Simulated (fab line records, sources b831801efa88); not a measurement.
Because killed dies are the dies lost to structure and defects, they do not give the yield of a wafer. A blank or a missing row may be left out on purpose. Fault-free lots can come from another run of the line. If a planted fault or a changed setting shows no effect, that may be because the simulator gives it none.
Which tool is to blame? ; flow sky130 ; 13 lots, 39 wafers sampled, at 5 steps of a route of 708

## WHAT EACH GAUGE READ, for each wafer
SKY_FIELD_ISO_THK_MEAS_23. Usual: for FIELD_ISO_OXIDATION_01_THK the level is 9.89 nm and the standard deviation is 0.18.
lot;measured;on;FIELD_ISO_OXIDATION_01_THK (nm);flag
L574;day 2 16:07;filmMetro-03;10.12 10.09 10.01;
L576;day 3 00:23;filmMetro-03;9.85 9.86 9.73;
L577;day 3 04:49;filmMetro-03;10.02 10.16 10.28;
L578;day 3 08:59;filmMetro-03;9.90 10.00 9.82;
L579;day 3 17:11;filmMetro-04;9.77 9.80 9.76;
L580;day 3 21:11;filmMetro-03;9.80 9.76 9.74;
L581;day 4 01:22;filmMetro-02;9.50 9.59 9.54;
L582;day 4 05:35;filmMetro-02;9.56 9.48 9.71;
L583;day 4 12:35;filmMetro-02;10.23 10.03 10.08;
L584;day 4 20:50;filmMetro-03;9.74 10.03 9.83;
L590;day 5 22:54;filmMetro-02;9.77 9.56 9.69;
L594;day 6 20:10;filmMetro-02;9.86 9.72 9.77;
L596;day 7 07:19;filmMetro-02;9.80 10.13 9.91;

SKY_FIELD_ISO_THK_MEAS_25. Usual: for FIELD_ISO_CVD_24_THK the level is 593 nm and the standard deviation is 5.2.
lot;measured;on;FIELD_ISO_CVD_24_THK (nm);flag
L574;day 2 16:16;filmMetro-02;599 592 599;
L576;day 3 00:31;filmMetro-02;593 597 606;
L577;day 3 04:57;filmMetro-04;592 592 592;
L578;day 3 09:07;filmMetro-04;591 596 587;
L579;day 3 17:19;filmMetro-04;576 587 574;
L580;day 3 21:19;filmMetro-03;590 589 604;
L581;day 4 01:30;filmMetro-04;599 589 595;
L582;day 4 05:43;filmMetro-04;590 601 601;
L583;day 4 12:43;filmMetro-03;594 592 590;
L584;day 4 20:58;filmMetro-02;588 589 591;
L590;day 5 23:02;filmMetro-02;590 591 584;
L594;day 6 20:18;filmMetro-03;594 590 593;
L596;day 7 07:26;filmMetro-04;587 599 591;

SKY_VT_ADJUST_NCORE_TW_MEAS_11. Usual: for VT_ADJUST_NCORE_TW the level is 218.6 and the standard deviation is 1.2.
lot;measured;on;VT_ADJUST_NCORE_TW;flag
L574;day 8 23:47;filmMetro-02;219.3 219.5 218.9;
L576;day 9 10:13;filmMetro-02;218.5 219.5 219.2;
L577;day 9 15:47;filmMetro-02;219.6 220.2 219.5;
L578;day 10 05:53;filmMetro-03;218.6 218.1 218.3;
L579;day 10 14:56;filmMetro-03;219.1 219.2 218.4;
L580;day 10 18:35;filmMetro-02;221.1 219.5 220.7;
L581;day 10 23:03;filmMetro-03;218.3 218.9 218.5;
L582;day 11 06:46;filmMetro-04;217.7 217.8 217.3;
L583;day 11 11:23;filmMetro-03;229.8 230.8 232.1;OFF
L584;day 11 21:00;filmMetro-02;233.2 233.3 231.8;OFF
L590;day 13 11:54;filmMetro-03;219.6 217.6 216.4;
L594;day 14 14:20;filmMetro-03;216.8 218.3 217.2;
L596;day 15 08:16;filmMetro-04;218.4 217.0 218.1;

SKY_VT_ADJUST_HVTR_CD_MEAS_07: target cd 380 nm. Usual: cdNm 380.2 nm, standard deviation 2.6.
lot;measured;on;cdNm (nm);flag
L574;day 9 21:23;cdSem-01;382.2 383.1 382.3;
L576;day 10 08:13;cdSem-01;378.2 377.1 375.7;
L577;day 10 13:56;cdSem-01;383.3 379.4 380.3;
L578;day 11 04:38;cdSem-02;377.5 378.4 378.3;
L579;day 11 13:22;cdSem-01;377.2 381.0 378.6;
L580;day 11 17:29;cdSem-01;377.4 380.7 381.5;
L581;day 11 21:54;cdSem-01;381.7 382.5 382.1;
L582;day 12 06:46;cdSem-02;384.2 383.9 384.1;
L583;day 12 10:52;cdSem-01;380.2 379.5 382.3;
L584;day 12 20:57;cdSem-02;385.0 385.7 385.6;
L590;day 14 12:06;cdSem-01;378.5 381.8 378.9;
L594;day 15 15:54;cdSem-01;378.0 379.0 376.5;
L596;day 16 11:14;cdSem-01;377.1 379.7 379.1;

## WHICH TOOL RAN EACH LOT (tool, then ch and the chambers of the sampled wafers, then the start)
lot;SKY_VT_ADJUST_NCORE_IMPLANT_09
L574;implanter-01 ch 0, day 8 23:33
L576;implanter-01 ch 0, day 9 09:58
L577;implanter-03 ch 0, day 9 15:32
L578;implanter-02 ch 0, day 10 05:38
L579;implanter-02 ch 0, day 10 14:43
L580;implanter-02 ch 0, day 10 18:21
L581;implanter-03 ch 0, day 10 22:50
L582;implanter-03 ch 0, day 11 06:31
L583;implanter-03 ch 0, day 11 11:08
L584;implanter-03 ch 0, day 11 20:47
L590;implanter-01 ch 0, day 13 11:41
L594;implanter-01 ch 0, day 14 14:07
L596;implanter-03 ch 0, day 15 08:01
- SKY_VT_ADJUST_NCORE_IMPLANT_09

## AS READ BY THE TOOLS THEMSELVES (means over the sampled wafers that have a number; for cases with no such wafer, the mark the record gives instead)
SKY_VT_ADJUST_NCORE_IMPLANT_09. Usual: beamOnS 10.01 s, standard deviation 0.2; endStationPressureTorr 5.01e-06 Torr, standard deviation 2.5e-07; faradayCurrentUA 13.53, standard deviation 0.28.
lot;tool;beamOnS (s);endStationPressureTorr (Torr);faradayCurrentUA;flag
L574;implanter-01;9.93;4.98e-06;13.65;
L576;implanter-01;10.06;5.19e-06;13.43;
L577;implanter-03;9.94;5.09e-06;13.62;
L578;implanter-02;9.72;5.00e-06;13.94;
L579;implanter-02;10.05;5.13e-06;13.48;
L580;implanter-02;9.98;4.91e-06;13.56;
L581;implanter-03;10.01;4.82e-06;13.56;
L582;implanter-03;10.09;4.93e-06;13.42;
L583;implanter-03;11.95;9.39e-05;11.41;OFF
L584;implanter-03;12.21;9.39e-05;11.22;OFF
L590;implanter-01;9.97;5.01e-06;13.62;
L594;implanter-01;10.30;5.02e-06;13.11;
L596;implanter-03;10.28;4.95e-06;13.20;

## THE ANSWER, worked out from the rows above alone
Rule: a lot is off if the mean of its wafers that have a number lies more than 3 standard deviations from the usual mean. A lot without any number at a reading at which 4 lots or more have one is off too. All remaining lots with rows at the step are treated as sound. The gauges are gone through in route order, then the tools' own readings, and for those a lot's mean is taken as printed above. At the first step where some lot is off, the reading lying furthest off is the one used; lots without a number count as furthest.
Off: L583, L584, at SKY_VT_ADJUST_NCORE_TW_MEAS_11 (VT_ADJUST_NCORE_TW).
If a tool, at a process step before that reading, ran all the lots that are off and no sound lot after the first of them, it fits. The gauges at SKY_VT_ADJUST_NCORE_TW_MEAS_11 aren't tried: what is off there is off at SKY_VT_ADJUST_NCORE_IMPLANT_09 too, on other tools, and a gauge's error can't cause that. Not one of the candidates tried fits.

## WHAT THE SIMULATOR PUT IN
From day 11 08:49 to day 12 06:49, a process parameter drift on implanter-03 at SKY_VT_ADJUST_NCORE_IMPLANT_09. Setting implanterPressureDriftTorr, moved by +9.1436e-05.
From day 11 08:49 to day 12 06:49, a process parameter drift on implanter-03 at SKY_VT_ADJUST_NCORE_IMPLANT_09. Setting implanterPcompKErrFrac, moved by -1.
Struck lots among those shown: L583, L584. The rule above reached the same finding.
